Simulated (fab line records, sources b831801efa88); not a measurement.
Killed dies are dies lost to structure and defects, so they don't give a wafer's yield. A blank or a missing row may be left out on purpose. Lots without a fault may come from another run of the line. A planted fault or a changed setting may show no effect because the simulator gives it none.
Which tool did it? | flow gf180mcu | 11 lots, 33 wafers sampled, at 4 steps of a route of 602

WHAT THE GAUGES READ, wafer by wafer
GF_V5_BOW_MEAS_05.
lot  | measured     | on            | V5_BOW (um)
L409 | day 26 13:40 | film_metro-02 | 131 136 134
L410 | day 27 04:35 | film_metro-02 | 149 134 139
L411 | day 27 10:21 | film_metro-01 | 131 126 112
L412 | day 27 18:40 | film_metro-01 | 141 135 137
L413 | day 27 23:33 | film_metro-04 | 122 120 140
L414 | day 28 12:44 | film_metro-01 | 140 147 141
L417 | day 29 13:25 | film_metro-01 | 130 132 128
L422 | day 30 19:58 | film_metro-04 | 137 130 134
L423 | day 31 06:05 | film_metro-04 | 139 127 141
L425 | day 31 14:47 | film_metro-01 | 132 134 138
L427 | day 32 05:44 | film_metro-01 | 131 119 135

GF_TOP_METAL_RS_MEAS_05: measures by four-point-probe.
lot  | measured     | on            | TOP_METAL_ALCU_RS (ohm/sq)
L409 | day 27 11:59 | film_metro-03 | 0.0331 0.0332 0.0330
L410 | day 28 02:29 | film_metro-03 | 0.0322 0.0327 0.0327
L411 | day 28 07:52 | film_metro-02 | 0.0330 0.0335 0.0330
L412 | day 28 16:01 | film_metro-02 | 0.0325 0.0323 0.0326
L413 | day 28 20:47 | film_metro-02 | 0.0337 0.0341 0.0330
L414 | day 29 09:40 | film_metro-02 | 0.0329 0.0329 0.0327
L417 | day 30 10:27 | film_metro-02 | 0.0330 0.0327 0.0330
L422 | day 31 16:11 | film_metro-01 | 0.0331 0.0336 0.0335
L423 | day 32 01:08 | film_metro-01 | 0.0333 0.0332 0.0333
L425 | day 32 10:51 | film_metro-03 | 0.0333 0.0332 0.0337
L427 | day 33 00:43 | film_metro-02 | 0.0332 0.0330 0.0332

GF_TOP_METAL_OVL_MEAS_15.
lot  | measured     | on         | TOP_METAL_OVL (nm)
L409 | day 28 08:35 | overlay-02 | 1.1 -0.4 0.1
L410 | day 28 22:02 | overlay-02 | -1.0 -0.5 0.3
L411 | day 29 03:48 | overlay-01 | -0.6 -0.5 -0.1
L412 | day 29 10:45 | overlay-02 | -1.0 -2.0 -0.5
L413 | day 29 16:08 | overlay-02 | -1.8 -3.0 -2.1
L414 | day 30 04:48 | overlay-02 | -2.3 -3.4 -2.9
L417 | day 31 04:01 | overlay-02 | -3.4 -3.1 -2.3
L422 | day 32 10:09 | overlay-01 | -2.2 -2.1 -0.3
L423 | day 32 17:17 | overlay-01 | 0.5 0.2 0.0
L425 | day 33 03:41 | overlay-01 | -1.0 0.0 -0.2
L427 | day 33 16:51 | overlay-02 | -2.1 -1.4 -0.4

WHICH TOOL RAN EACH LOT (tool, then ch and the chambers of the sampled wafers, then the start)
lot  | GF_V4_CVD_23
L409 | cvd_w-01 ch 0, day 24 15:51
L410 | cvd_w-02 ch 0,1, day 25 07:23
L411 | cvd_w-01 ch 0,1, day 25 13:19
L412 | cvd_w-02 ch 0, day 25 22:02
L413 | cvd_w-02 ch 0,1, day 26 04:11
L414 | cvd_w-02 ch 0,1, day 26 16:54
L417 | cvd_w-02 ch 0,1, day 27 20:23
L422 | cvd_w-02 ch 0,1, day 29 04:47
L423 | cvd_w-02 ch 0, day 29 14:15
L425 | cvd_w-01 ch 0,1, day 29 23:24
L427 | cvd_w-01 ch 0,1, day 30 15:24
- GF_V4_CVD_23: deposits W, target thk 350 nm, time 104.9 s.

WHAT THE TOOLS THEMSELVES READ (means of the sampled wafers that have a number; where no wafer has one, the mark that the record gives instead)
GF_V4_CVD_23.
lot  | tool     | heater_power_w (W)
L409 | cvd_w-01 | 818
L410 | cvd_w-02 | 957
L411 | cvd_w-01 | 824
L412 | cvd_w-02 | 818
L413 | cvd_w-02 | 974
L414 | cvd_w-02 | 982
L417 | cvd_w-02 | 914
L422 | cvd_w-02 | 997
L423 | cvd_w-02 | 850
L425 | cvd_w-01 | 822
L427 | cvd_w-01 | 835

THE ANSWER, worked out from the rows above alone
Rule: what is usual is taken from the lots themselves. Put in order of their means at a reading, lots are off if they are a third of the lots or fewer, leave a main group of 4 or more, and stand apart from it by a gap of 3 or more times the standard deviation of the main group's means; of several such gaps the widest counts. A main group whose means are all the same, to the digits that the tables above print for the reading, isn't used. A lot without any number at a reading at which 4 lots or more have one is off too. The other lots that the step has rows for count as sound. The gauges are gone through in route order, then the tools' own readings, and for those a lot's mean is taken as printed above. The first step at which some lot is off is used, and at that step the reading that is off furthest; a lot without a number counts as furthest.
No lot is off at any reading shown: from this, nothing can be told.

WHAT THE SIMULATOR HAD PUT IN
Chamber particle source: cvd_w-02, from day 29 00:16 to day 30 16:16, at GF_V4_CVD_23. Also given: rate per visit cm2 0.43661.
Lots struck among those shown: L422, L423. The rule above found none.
